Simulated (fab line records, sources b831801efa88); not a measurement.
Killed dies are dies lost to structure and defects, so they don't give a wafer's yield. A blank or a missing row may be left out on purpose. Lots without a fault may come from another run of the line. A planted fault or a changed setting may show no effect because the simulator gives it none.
Which tool did it? | flow sky130 | 12 lots, 36 wafers sampled, at 5 steps of a route of 708

WHAT THE GAUGES READ, wafer by wafer
The record holds no reading of a measuring or inspecting step that can be judged against a usual standard deviation.

WHICH TOOL RAN EACH LOT (tool, then ch and the chambers of the sampled wafers, then the start)
lot  | SKY_VIA1_HDPCVD_00               | SKY_VIA2_ETCH_15                   | SKY_VIA3_ETCH_14                   | SKY_METAL4_SPUTTER_01        | SKY_PAD_OPEN_PROBE_99
L795 | hdpcvd-01 ch 0,1,2, day 33 00:26 | rie_diel-03 ch 1,2,3, day 36 10:54 | rie_diel-02 ch 0,2, day 39 19:35   | pvd_sputter-04, day 39 20:58 | -
L797 | hdpcvd-01 ch 1,2, day 33 10:01   | rie_diel-01 ch 0,2, day 36 19:17   | rie_diel-02 ch 0,2,3, day 40 02:30 | pvd_sputter-03, day 40 03:53 | -
L798 | hdpcvd-02 ch 0,1,2, day 33 18:25 | rie_diel-02 ch 0,1, day 37 04:15   | rie_diel-02 ch 0,1, day 40 11:07   | pvd_sputter-02, day 40 12:29 | -
L799 | hdpcvd-02 ch 0,1,2, day 34 05:08 | rie_diel-01 ch 1,2,3, day 37 15:38 | rie_diel-03 ch 0,1,3, day 40 22:18 | pvd_sputter-02, day 40 23:41 | -
L801 | hdpcvd-01 ch 0,1,2, day 34 20:22 | rie_diel-03 ch 0,2, day 38 04:59   | rie_diel-02 ch 0,1, day 41 09:53   | pvd_sputter-04, day 41 11:16 | -
L802 | hdpcvd-02 ch 0,1,2, day 35 07:45 | rie_diel-01 ch 0,1,3, day 38 16:08 | rie_diel-04 ch 0,1, day 41 21:12   | pvd_sputter-02, day 41 22:37 | -
L804 | hdpcvd-02 ch 0,1,2, day 35 18:13 | rie_diel-02 ch 1,3, day 39 02:59   | rie_diel-03 ch 1,2,3, day 42 07:32 | pvd_sputter-02, day 42 08:56 | -
L805 | hdpcvd-01 ch 1,2, day 36 02:56   | rie_diel-02 ch 1,2,3, day 39 10:35 | rie_diel-03 ch 0,1,3, day 42 15:49 | pvd_sputter-02, day 42 17:11 | -
L808 | hdpcvd-01 ch 1,2, day 36 18:00   | rie_diel-02 ch 0,2,3, day 40 01:23 | rie_diel-03 ch 0,2,3, day 43 04:35 | pvd_sputter-04, day 43 05:58 | -
L811 | hdpcvd-01 ch 0,1,2, day 38 21:53 | rie_diel-01 ch 0,3, day 42 02:47   | rie_diel-02 ch 0,1,2, day 45 02:22 | pvd_sputter-03, day 45 03:50 | prober-01, day 50 05:25
L815 | hdpcvd-01 ch 0,2, day 39 05:58   | rie_diel-02 ch 0,1,2, day 42 09:48 | rie_diel-02 ch 0,1, day 45 09:14   | pvd_sputter-04, day 45 10:37 | prober-01, day 50 09:56
L817 | hdpcvd-02 ch 0,1,2, day 39 19:55 | rie_diel-03 ch 0,1, day 43 00:17   | rie_diel-03 ch 0,2,3, day 45 23:17 | pvd_sputter-04, day 46 00:41 | -
- SKY_VIA1_HDPCVD_00: deposits SiO2, target thk 1030 nm, time 171.7 s.
- SKY_VIA2_ETCH_15: etches SiO2 in C4F8/O2/Ar, stops on TiN, target depth 546 nm, time 84 s.
- SKY_VIA3_ETCH_14: etches BARC in N2/H2, stops on SiO2, time 45.9 s, target depth 60 nm.
- SKY_METAL4_SPUTTER_01: material TiN, target thk 20 nm, time 16.7 s.
- SKY_PAD_OPEN_PROBE_99

WHAT THE TOOLS THEMSELVES READ (means of the sampled wafers that have a number; where no wafer has one, the mark that the record gives instead)
SKY_VIA1_HDPCVD_00.
lot  | tool      | susceptor_temp_C (C)
L795 | hdpcvd-01 | 400.15
L797 | hdpcvd-01 | 399.90
L798 | hdpcvd-02 | 400.03
L799 | hdpcvd-02 | 399.84
L801 | hdpcvd-01 | 400.10
L802 | hdpcvd-02 | 400.13
L804 | hdpcvd-02 | 400.25
L805 | hdpcvd-01 | 399.70
L808 | hdpcvd-01 | 400.09
L811 | hdpcvd-01 | 399.96
L815 | hdpcvd-01 | 400.00
L817 | hdpcvd-02 | 400.02

SKY_VIA2_ETCH_15.
lot  | tool        | chamber_pressure_mTorr (mTorr) | oes_product_au (a.u.)
L795 | rie_diel-03 | 40.01                          | 0.942
L797 | rie_diel-01 | 40.00                          | 0.939
L798 | rie_diel-02 | 40.00                          | 0.940
L799 | rie_diel-01 | 39.98                          | 0.935
L801 | rie_diel-03 | 39.99                          | 0.932
L802 | rie_diel-01 | 40.00                          | 0.939
L804 | rie_diel-02 | 40.03                          | 0.940
L805 | rie_diel-02 | 39.96                          | 0.945
L808 | rie_diel-02 | 39.98                          | 0.939
L811 | rie_diel-01 | 39.98                          | 0.941
L815 | rie_diel-02 | 39.99                          | 0.940
L817 | rie_diel-03 | 40.00                          | 0.943

SKY_VIA3_ETCH_14.
lot  | tool        | chamber_pressure_mTorr (mTorr) | drypump_motor_current_A (A) | oes_product_au (a.u.) | throttle_valve_pct (%)
L795 | rie_diel-02 | 30.020                         | 5.9                         | 0.854                 | 13.228
L797 | rie_diel-02 | 29.984                         | 5.7                         | 0.857                 | 13.218
L798 | rie_diel-02 | 30.003                         | 6.0                         | 0.852                 | 13.214
L799 | rie_diel-03 | 29.970                         | 5.3                         | 0.855                 | 13.220
L801 | rie_diel-02 | 30.007                         | 6.0                         | 0.851                 | 13.222
L802 | rie_diel-04 | 29.967                         | 5.3                         | 0.850                 | 13.228
L804 | rie_diel-03 | 30.018                         | 5.2                         | 0.851                 | 13.226
L805 | rie_diel-03 | 30.003                         | 5.3                         | 0.855                 | 13.221
L808 | rie_diel-03 | 29.986                         | 5.2                         | 0.857                 | 13.223
L811 | rie_diel-02 | 29.988                         | 6.0                         | 0.851                 | 13.219
L815 | rie_diel-02 | 30.022                         | 5.9                         | 0.857                 | 13.226
L817 | rie_diel-03 | 29.967                         | 5.2                         | 0.857                 | 13.219

SKY_METAL4_SPUTTER_01.
lot  | tool           | throttle_valve_pct (%)
L795 | pvd_sputter-04 | 30.4
L797 | pvd_sputter-03 | 29.9
L798 | pvd_sputter-02 | 30.4
L799 | pvd_sputter-02 | 30.1
L801 | pvd_sputter-04 | 29.5
L802 | pvd_sputter-02 | 30.0
L804 | pvd_sputter-02 | 30.0
L805 | pvd_sputter-02 | 30.2
L808 | pvd_sputter-04 | 30.5
L811 | pvd_sputter-03 | 30.0
L815 | pvd_sputter-04 | 29.4
L817 | pvd_sputter-04 | 29.8

SKY_PAD_OPEN_PROBE_99.
lot  | tool      | defect_limited_yield (%) | killed_at_M0_to_M3 | killed_at_M4_up | killed_at_contacts | killed_at_front_end | killed_at_other | killed_dies | killed_on_rim | killed_open | killed_short | sort_bin_3_pad_short (%) | sort_bin_5_function (%) | sort_bin_6_memory (%) | sort_n_pass | sort_yield_pct (%)
L811 | prober-01 | 76.2                     | 77                 | 1.3             | 22                 | 16                  | 1.0             | 117         | 28            | 44          | 37           | 2.9                      | 13.5                    | 7.3                   | 375         | 76.2
L815 | prober-01 | 72.7                     | 87                 | 4.0             | 25                 | 18                  | 0.3             | 134         | 29            | 50          | 40           | 3.2                      | 16.0                    | 8.1                   | 358         | 72.7

THE ANSWER, worked out from the rows above alone
Rule: what is usual is taken from the lots themselves. Put in order of their means at a reading, lots are off if they are a third of the lots or fewer, leave a main group of 4 or more, and stand apart from it by a gap of 3 or more times the standard deviation of the main group's means; of several such gaps the widest counts. A main group whose means are all the same, to the digits that the tables above print for the reading, isn't used. A lot without any number at a reading at which 4 lots or more have one is off too. The other lots that the step has rows for count as sound. The gauges are gone through in route order, then the tools' own readings, and for those a lot's mean is taken as printed above. The first step at which some lot is off is used, and at that step the reading that is off furthest; a lot without a number counts as furthest.
No lot is off at any reading shown: from this, nothing can be told.

WHAT THE SIMULATOR HAD PUT IN
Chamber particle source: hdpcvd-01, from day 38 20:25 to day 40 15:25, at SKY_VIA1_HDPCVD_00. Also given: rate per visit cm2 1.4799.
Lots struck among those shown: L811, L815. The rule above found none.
